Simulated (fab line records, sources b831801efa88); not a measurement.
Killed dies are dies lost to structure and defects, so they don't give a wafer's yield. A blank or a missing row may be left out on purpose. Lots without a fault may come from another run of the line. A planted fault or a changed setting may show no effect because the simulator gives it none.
Chamber matching | flow gf180mcu | GF_V5_CMP_04 on cmp-02: 4 sister chambers
The step polishes SiO2. 4 wafers are shown with their chamber, then 7 later ones without.

WAFERS WITH THEIR CHAMBER
wafer  | chamber | motor_current_A (A)
L129.2 | 0       | 12.2
L134.6 | 3       | 11.0
L139.1 | 1       | 11.9
L139.2 | 2       | 10.1

WAFERS WITHOUT THEIR CHAMBER
wafer  | motor_current_A (A)
L139.4 | 10.8
L142.1 | 9.3
L142.5 | 10.4
L142.6 | 11.4
L144.1 | 11.2
L144.3 | 10.5
L144.4 | 11.6

WHICH CHAMBER EACH WENT THROUGH
wafer  | from the rows above          | in truth
L139.4 | can't be placed: 3 or 2      | 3
L142.1 | 2                            | 2
L142.5 | can't be placed: 2 or 3      | 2
L142.6 | can't be placed: 3 or 1 or 0 | 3
L144.1 | can't be placed: 3 or 1 or 0 | 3
L144.3 | can't be placed: 2 or 3      | 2
L144.4 | can't be placed: 1 or 0 or 3 | 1
Placed correctly: 1 of 7. Can't be placed from these rows: 6 (the true chamber is among the candidates in 6). Placed wrongly: 0.
How it was worked out, from the rows above alone: a wafer's distance from a chamber is the root of the sum, over the readings, of the square of ((its reading less the chamber's mean) divided by the reading's scatter). The wafer belongs to the nearest chamber; if the next one is less than 2 further off, it can't be placed. A chamber's mean is the mean of its shown wafers. The scatter: with one shown wafer a chamber, the root of the mean of the squares of how far each hidden wafer lies from its nearest shown one.
